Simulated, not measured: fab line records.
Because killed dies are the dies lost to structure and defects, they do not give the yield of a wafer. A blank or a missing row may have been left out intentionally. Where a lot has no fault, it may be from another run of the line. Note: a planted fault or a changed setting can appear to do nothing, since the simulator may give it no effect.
Shared-tool check | flow gf180mcu | Lots sampled 13, wafers sampled 48

WHAT PROMPTED THE OPENING
On 3 of the 13 lots, a flag is raised at GF_HV_LDD_CD_MEAS_07 on the reading cd nm. Wafers without a fault read 400.0 nm, standard deviation 2.5.
Rule: a lot gets a flag if all its wafers with a number sit over 4 standard deviations from that mean, or if no wafer of it has a number. The rest of the lots are taken to be sound.

lot  | measured     | on        | cd nm (nm), wafer by wafer          | flag
L945 | day 10 00:11 | cd sem-01 | 397.0 398.6 398.9                   |
L946 | day 10 07:05 | cd sem-02 | 400.8 399.8 399.2                   |
L947 | day 10 15:38 | cd sem-01 | 401.4 402.5 401.3                   |
L950 | day 11 12:58 | cd sem-02 | 398.0 397.0 397.3                   |
L951 | day 11 17:40 | cd sem-01 | 397.5 400.1 398.7                   |
L955 | day 13 02:44 | cd sem-02 | 401.2 400.5 404.4                   |
L956 | day 13 09:41 | cd sem-01 | 398.4 399.0 397.6                   |
L957 | day 13 16:15 | cd sem-02 | 403.7 402.2 404.1                   |
L959 | day 14 14:01 | cd sem-02 | 401.5 400.5 401.2                   |
L962 | day 15 09:20 | cd sem-01 | 365.9 364.1 363.0 366.1 364.4 363.2 | FLAGGED
L965 | day 16 04:06 | cd sem-02 | 365.4 365.4 365.6 365.1 365.8 365.2 | FLAGGED
L966 | day 16 10:14 | cd sem-02 | 369.2 369.2 368.5 369.4 368.8 368.9 | FLAGGED
L967 | day 17 02:08 | cd sem-02 | 399.9 401.0 397.9                   |
Average over the flagged lots: 366.3 nm; offset from the usual -33.7 nm, equal to -13 standard deviations.

EACH LOT AND THE TOOL IT RAN ON
The record holds 1 process step before the reading, out of a route of 602 steps. Each cell gives the tool, then ch followed by the chambers the sampled wafers passed through, then the start.
lot  | flag    | GF_HV_LDD_DEVELOP_06
L945 |         | litho track-04 ch 0, day 10 00:02
L946 |         | litho track-04 ch 0, day 10 06:56
L947 |         | litho track-04 ch 0, day 10 15:29
L950 |         | litho track-03 ch 0, day 11 12:49
L951 |         | litho track-04 ch 0, day 11 17:31
L955 |         | litho track-03 ch 0, day 13 02:35
L956 |         | litho track-03 ch 0, day 13 09:32
L957 |         | litho track-03 ch 0, day 13 16:07
L959 |         | litho track-04 ch 0, day 14 13:52
L962 | FLAGGED | litho track-04 ch 0, day 15 09:11
L965 | FLAGGED | litho track-04 ch 0, day 16 03:58
L966 | FLAGGED | litho track-04 ch 0, day 16 10:05
L967 |         | litho track-03 ch 0, day 17 01:59
What the steps here do:
- GF_HV_LDD_DEVELOP_06: develop time 60 s.
- GF_HV_LDD_CD_MEAS_07: target cd 400 nm.

FLAGGED AGAINST TOTAL, ONE TOOL AT A TIME (gauges that did the reading follow at the end)
step                 | tool           | lots run | flagged | share of the flagged lots | sound lots run after its first flagged lot
GF_HV_LDD_DEVELOP_06 | litho track-03 | 5        | 0       | none                      | -
GF_HV_LDD_DEVELOP_06 | litho track-04 | 8        | 3       | all                       | 0
GF_HV_LDD_CD_MEAS_07 | cd sem-01      | 5        | 1       | some                      | 0
GF_HV_LDD_CD_MEAS_07 | cd sem-02      | 8        | 2       | some                      | 1 (L967)

WHAT THE TABLE ALLOWS
In the table, 1 row covers all flagged lots: litho track-04 at GF_HV_LDD_DEVELOP_06.
- litho track-04 at GF_HV_LDD_DEVELOP_06: 3 of its 8 lots flagged. It ran its last sound lot, L959, at day 14 13:52 and its first flagged lot, L962, at day 15 09:11: a fault with its onset between the two fits.
One tool is left: litho track-04 at GF_HV_LDD_DEVELOP_06.

WHAT THE SIMULATOR HAD INSERTED
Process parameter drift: litho track-04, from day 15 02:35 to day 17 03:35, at GF_HV_LDD_DEVELOP_06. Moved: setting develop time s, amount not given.
Lots struck among those shown: L962, L965, L966. Same finding as the rule above.
